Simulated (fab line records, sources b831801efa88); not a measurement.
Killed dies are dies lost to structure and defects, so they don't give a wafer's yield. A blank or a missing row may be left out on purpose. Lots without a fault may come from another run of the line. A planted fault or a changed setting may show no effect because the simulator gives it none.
A struck lot beside a sound one | flow sky130 | 16 steps out of a route of 708
Sound: wafers L194.1, L194.4, L194.5. Struck: wafers L200.1, L200.5. (L200.3 of the same lot was not struck and is left out.) The cause comes at the end.
At each step with rows: each side's tool, then ch and its chambers, then its first start. Under that, the readings that differ: sound wafers | struck wafers | difference of the means | sigmas: that difference in standard deviations of wafers without a fault.
alike: readings whose means differ by less than 2 such deviations, and words and numbers that are the same on both sides. not compared: withheld readings, readings that some wafer has no value for, bounds like >300 that may hide the same value, and numbers for which the record gives no deviation and whose values overlap.
The two part at a step that has a row with sigmas, a row that says differs or no value, or rows on one side only. Numbers that don't overlap but have no deviation are shown without sigmas and don't part them. A reading that every wafer of one side lacks parts them only if that side has two wafers or more.

SKY_VIA2_CMP_02: polishes SiO2.
  sound on cmp-01 ch 0,3, day 36 03:32; struck on cmp-02 ch 1, day 37 16:01
  alike: motor_current_A
SKY_VIA2_BOW_MEAS_03:
  sound on film_metro-02, day 36 03:50; struck on film_metro-02, day 37 16:19
  alike: VIA2_BOW
then, 8 steps without rows for these wafers: SKY_VIA2_DEHYDRATE_04 (time 60 s); SKY_VIA2_HMDS_05 (prime time 60 s); SKY_VIA2_COAT_06 (resist thk 60 nm); SKY_VIA2_COAT_07 (resist thk 450 nm); SKY_VIA2_SOFTBAKE_08 (time 90 s); SKY_VIA2_EXPOSE_09 (exposes mask VIM2, target cd 200 nm); SKY_VIA2_PEB_10; SKY_VIA2_DEVELOP_11 (develop time 60 s).
SKY_VIA2_CD_MEAS_12: target cd 200 nm.
  sound on cd_sem-01, day 37 05:14; struck on cd_sem-01, day 38 17:40
  alike: cd_nm
SKY_VIA2_OVL_MEAS_13:
  sound on overlay-01, day 37 05:22; struck on overlay-01, day 38 17:47
  alike: VIA2_OVL
SKY_VIA2_ETCH_14: etches BARC in N2/H2, stops on SiO2, time 45.9 s, target depth 60 nm.
  sound on rie_diel-04 ch 0,2, day 37 05:24; struck on rie_diel-04 ch 0,2, day 38 17:49
  reading                                     | sound             | struck      | difference | sigmas
  oes_product_au (a.u.)                       | 0.853 0.850 0.856 | 0.787 0.794 | -0.062     | -14
  model.KrF-thick_of_VIA2_COAT_07.thk_nm (nm) | 393.3 392.6 393.3 | 408.4 407.9 | +15.1      |
  model.etch.depth_nm (nm)                    | 59.87 59.82 59.72 | 51.87 52.33 | -7.70      |
  alike: drypump_motor_current_A, rf_fwd_power_W, throttle_valve_pct
  not compared: rf_hours_counter_h, model.VIA2.cd_nm
SKY_VIA2_ETCH_15: etches SiO2 in C4F8/O2/Ar, stops on TiN, target depth 546 nm, time 84 s.
  sound on rie_diel-04 ch 0,2, day 37 05:26; struck on rie_diel-04 ch 0,2, day 38 17:52
  reading                                     | sound             | struck      | difference | sigmas
  oes_product_au (a.u.)                       | 0.940 0.946 0.935 | 0.602 0.662 | -0.308     | -67
  model.KrF-thick_of_VIA2_COAT_07.thk_nm (nm) | 286.2 284.1 284.8 | 302.1 301   | +16.5      |
  alike: rf_fwd_power_W
  not compared: rf_hours_counter_h
SKY_VIA2_STRIP_16: strips in O2/N2.
  sound on plasma_asher-02 ch 0,1, day 37 05:30; struck on plasma_asher-02 ch 1, day 38 17:55
  reading                      | sound          | struck    | difference | sigmas
  strip_time_to_endpoint_s (s) | 4.08 4.05 4.05 | 4.24 4.24 | +0.18      | +6
  alike: drypump_motor_current_A, oes_product_au
  not compared: rf_hours_counter_h
then, 1 step without rows for these wafers: SKY_VIA2_STRIP_17 (strips in post etch residue remover, time 1200 s).

WHERE THEY PART
First at SKY_VIA2_ETCH_14; last, within this record, at SKY_VIA2_STRIP_16.

WHY: what the simulator had put in
Process parameter drift: rie_diel-04, from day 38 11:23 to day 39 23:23, at SKY_VIA2_ETCH_14. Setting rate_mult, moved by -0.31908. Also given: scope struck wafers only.
